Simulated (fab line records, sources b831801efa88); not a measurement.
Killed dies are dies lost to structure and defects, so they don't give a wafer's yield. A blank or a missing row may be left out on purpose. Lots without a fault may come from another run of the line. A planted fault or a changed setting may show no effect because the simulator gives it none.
Which tool did it? | flow sky130 | 11 lots, 33 wafers sampled, at 2 steps of a route of 708

WHAT THE GAUGES READ, wafer by wafer
SKY_SONOS_ONO_THK_MEAS_05.
lot  | measured     | on            | SONOS_ONO_CVD_04_THK (nm)
L126 | day 12 14:30 | film_metro-02 | 5.77 5.73 5.89
L129 | day 13 14:35 | film_metro-02 | 5.86 5.88 5.92
L131 | day 14 06:23 | film_metro-04 | 6.00 5.92 5.92
L138 | day 16 12:46 | film_metro-04 | 5.52 5.65 5.62
L140 | day 17 04:29 | film_metro-02 | 5.78 5.80 5.87
L141 | day 17 18:30 | film_metro-04 | 5.70 5.69 5.68
L142 | day 18 09:20 | film_metro-04 | 5.77 5.65 5.64
L143 | day 18 13:58 | film_metro-04 | 5.67 5.57 5.49
L144 | day 18 15:12 | film_metro-02 | 5.85 5.73 5.95
L145 | day 19 01:23 | film_metro-02 | 5.68 5.58 5.61
L146 | day 20 11:41 | film_metro-04 | 5.66 5.74 5.56

SKY_SONOS_ONO_OVL_MEAS_14.
lot  | measured     | on         | SONOS_ONO_OVL (nm)
L126 | day 13 14:51 | overlay-01 | 2.6 0.9 0.1
L129 | day 14 16:24 | overlay-01 | -0.3 0.0 -0.3
L131 | day 15 09:10 | overlay-02 | 2.5 2.1 1.9
L138 | day 17 18:10 | overlay-01 | 0.4 1.3 1.0
L140 | day 18 09:37 | overlay-02 | 2.9 1.2 1.5
L141 | day 19 00:03 | overlay-02 | -0.4 1.5 0.1
L142 | day 19 15:34 | overlay-02 | 1.9 0.3 2.0
L143 | day 19 20:57 | overlay-02 | 0.0 0.4 1.8
L144 | day 19 21:49 | overlay-01 | 0.4 -0.3 0.5
L145 | day 20 07:16 | overlay-01 | 0.4 0.2 1.5
L146 | day 21 18:22 | overlay-01 | 0.0 1.1 2.3

WHICH TOOL RAN EACH LOT (tool, then ch and the chambers of the sampled wafers, then the start)
The record holds no process step before these readings.

WHAT THE TOOLS THEMSELVES READ (means of the sampled wafers that have a number; where no wafer has one, the mark that the record gives instead)
The record holds no such reading with a usual standard deviation.

THE ANSWER, worked out from the rows above alone
Rule: what is usual is taken from the lots themselves. Put in order of their means at a reading, lots are off if they are a third of the lots or fewer, leave a main group of 4 or more, and stand apart from it by a gap of 3 or more times the standard deviation of the main group's means; of several such gaps the widest counts. A main group whose means are all the same, to the digits that the tables above print for the reading, isn't used. A lot without any number at a reading at which 4 lots or more have one is off too. The other lots that the step has rows for count as sound. The gauges are gone through in route order, then the tools' own readings, and for those a lot's mean is taken as printed above. The first step at which some lot is off is used, and at that step the reading that is off furthest; a lot without a number counts as furthest.
No lot is off at any reading shown: from this, nothing can be told.

WHAT THE SIMULATOR HAD PUT IN
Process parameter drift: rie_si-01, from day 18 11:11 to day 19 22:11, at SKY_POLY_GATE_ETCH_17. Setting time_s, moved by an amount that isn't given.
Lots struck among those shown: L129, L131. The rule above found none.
